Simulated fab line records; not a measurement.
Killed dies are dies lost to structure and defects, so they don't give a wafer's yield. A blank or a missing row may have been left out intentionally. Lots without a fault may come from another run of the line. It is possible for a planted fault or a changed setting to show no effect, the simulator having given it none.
A lot that was struck, set against a sound lot :: flow gf180mcu :: 14 out of 602 route steps
Sound: the wafers L341.4, L341.5, L341.6. The struck wafers were L350.1, L350.2, L350.6. The cause is named last.
Each step with rows lists, per side, the tool, then ch with its chambers, then its first start. Under that, the readings that differ: sound wafers :: struck wafers :: difference of the means :: sigmas: that difference in standard deviations of wafers without a fault.
alike: a reading whose means differ by less than 2 such deviations, as well as words and numbers matching on both sides. not compared: withheld readings; readings where some wafer has no value; bounds like >300 that might hide an equal value; numbers whose values overlap and for which the record gives no deviation.
Wherever a step has rows on one side only, a row that says differs or no value, or a row with sigmas, the two part there. Numbers that don't overlap but have no deviation are shown without sigmas and don't part them. A reading that every wafer of one side lacks parts them only if that side has two wafers or more.

first, 8 steps without rows for these wafers: GF_V2_DEHYDRATE_06 (time 60 s); GF_V2_HMDS_07 (prime time 60 s); GF_V2_COAT_08; GF_V2_COAT_09 (resist thk 1000 nm); GF_V2_SOFTBAKE_10 (time 60 s); GF_V2_EXPOSE_11 (exposes mask Via2, target cd 260 nm); GF_V2_PEB_12 (peb time 90 s); GF_V2_DEVELOP_13 (develop time 60 s).
GF_V2_CD_MEAS_14 targets a cd of 260 nm.
  sound on cd-sem-02, day 21 19:42; struck on cd-sem-02, day 24 15:37
  alike: cd-nm
GF_V2_OVL_MEAS_15:
  sound on overlay-01, day 21 19:46; struck on overlay-01, day 24 15:44
  alike: V2_OVL
GF_V2_ETCH_16: etches BARC in N2/H2.
  sound on rie-diel-04 ch 2,3, day 21 19:47; struck on rie-diel-03 ch 0,2,3, day 24 15:46
reading: drypump-motor-current-A (A)
sound: 6.6 6.4 6.6
struck: 4.7 4.7 5.3
difference: -1.6
sigmas: -2
  alike: oes-product-au, throttle-valve-pct
GF_V2_ETCH_17: etches SiO2 in C4F8/O2/Ar, stops on TiN, target depth 630 nm.
  sound: rie-diel-04 ch 2,3; struck: rie-diel-03 ch 0,2,3
  alike: oes-product-au
GF_V2_STRIP_18: strips in O2/N2.
  sound on plasma-asher-04 ch 0,1, day 21 19:58; struck on plasma-asher-01 ch 0,1, day 24 15:54
  no value came back on the struck wafers for chamber-pressure-mTorr (mTorr), drypump-motor-current-A (A), heater-power-w (W), oes-product-au (a.u.); on the sound wafers chamber-pressure-mTorr (mTorr) reads 1496.6 1500.3 1499.8
  not compared: rf-hours-counter-h
then, 1 step without rows for these wafers: GF_V2_STRIP_19 (strips in post etch residue remover, time 1200 s).

== WHERE THEY PART ==
Last at GF_V2_STRIP_18 as far as this record goes, first at GF_V2_ETCH_16.

WHY: the cause the simulator had injected
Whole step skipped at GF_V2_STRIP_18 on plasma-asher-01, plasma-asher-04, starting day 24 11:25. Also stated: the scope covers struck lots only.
